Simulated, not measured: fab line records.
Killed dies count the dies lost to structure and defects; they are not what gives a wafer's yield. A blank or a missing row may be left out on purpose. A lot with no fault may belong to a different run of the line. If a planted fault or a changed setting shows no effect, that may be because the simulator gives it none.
The tool behind it: which one? + flow gf180mcu + 6 lots with 18 wafers sampled at 3 steps, on a route of 602 steps

## WHAT THE GAUGES SHOWED, per wafer
GF_POLY_GATE_THK_MEAS_01.
| lot  | measured     | on            | POLY_GATE_CVD_00_THK (nm)           |
|------|--------------|---------------|-------------------------------------|
| L355 | day 9 00:22  | film metro-02 | 200.3 201.3 201.4                   |
| L356 | day 9 06:29  | film metro-03 | 201.4 200.6 202.5                   |
| L359 | day 10 07:32 | film metro-02 | 199.5 198.6 199.2                   |
| L364 | day 11 15:53 | film metro-03 | 285.0 285.2 286.0 284.7 285.0 285.7 |
| L368 | day 12 23:06 | film metro-02 | 202.0 203.1 202.9                   |
| L374 | day 14 11:47 | film metro-03 | 197.9 199.8 197.4                   |

## WHAT TOOL EACH LOT RAN ON (gives the tool, then ch and the chambers of the sampled wafers, and finally the start)
| lot  | GF_MVSD_STRIP_10                    | GF_POLY_GATE_CVD_00         |
|------|-------------------------------------|-----------------------------|
| L355 | plasma asher-02 ch 0,1, day 4 22:55 | lpcvd-02 ch 1, day 8 23:02  |
| L356 | plasma asher-02 ch 0,1, day 5 04:27 | lpcvd-02 ch 1, day 9 05:08  |
| L359 | plasma asher-01 ch 0,1, day 5 20:34 | lpcvd-01 ch 0, day 10 05:32 |
| L364 | plasma asher-02 ch 0,1, day 7 03:33 | lpcvd-02 ch 1, day 11 14:33 |
| L368 | plasma asher-04 ch 0,1, day 8 04:19 | lpcvd-01 ch 0, day 12 21:46 |
| L374 | plasma asher-02 ch 0, day 9 11:52   | lpcvd-01 ch 1, day 14 10:26 |
- GF_MVSD_STRIP_10: strips in O2/N2.
- GF_POLY_GATE_CVD_00: deposits poly-Si, target thk 200 nm, time 1200 s.

## THE ANSWER, worked out from the rows above alone
Rule: the lots themselves supply what counts as usual. The widest of any qualifying gaps counts: lots, ordered by their means at a reading, are off when they make up no more than a third of the lots, leave a main group of 4 or more, and stand apart from it by 3 or more times the standard deviation of that group's means. A main group is skipped when, at the precision printed for the reading in the tables above, its means are all equal. A lot without any number at a reading at which 4 lots or more have one is off too. All remaining lots with rows at the step are treated as sound.
Off: L364, seen at GF_POLY_GATE_THK_MEAS_01 (POLY_GATE_CVD_00_THK). The main group has a mean of 200.5 nm with a standard deviation of 1.6.
A tool fits if, at a process step before that reading, it ran every lot that is off, and no sound lot after the first of them. The gauges at GF_POLY_GATE_THK_MEAS_01 are tried like those tools. One candidate fits, namely lpcvd-02 at GF_POLY_GATE_CVD_00. Its last sound lot is L356 (day 9 05:08), its first lot that is off L364 (day 11 14:33): a fault that began between those two fits.

## WHAT THE SIMULATOR HAD INSERTED
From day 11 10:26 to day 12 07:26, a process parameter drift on lpcvd-02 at GF_POLY_GATE_CVD_00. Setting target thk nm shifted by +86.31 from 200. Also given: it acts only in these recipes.
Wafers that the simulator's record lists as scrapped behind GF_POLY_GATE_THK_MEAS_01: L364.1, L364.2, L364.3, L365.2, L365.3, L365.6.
Shown lots that were struck: L364. The same result came from the rule above.
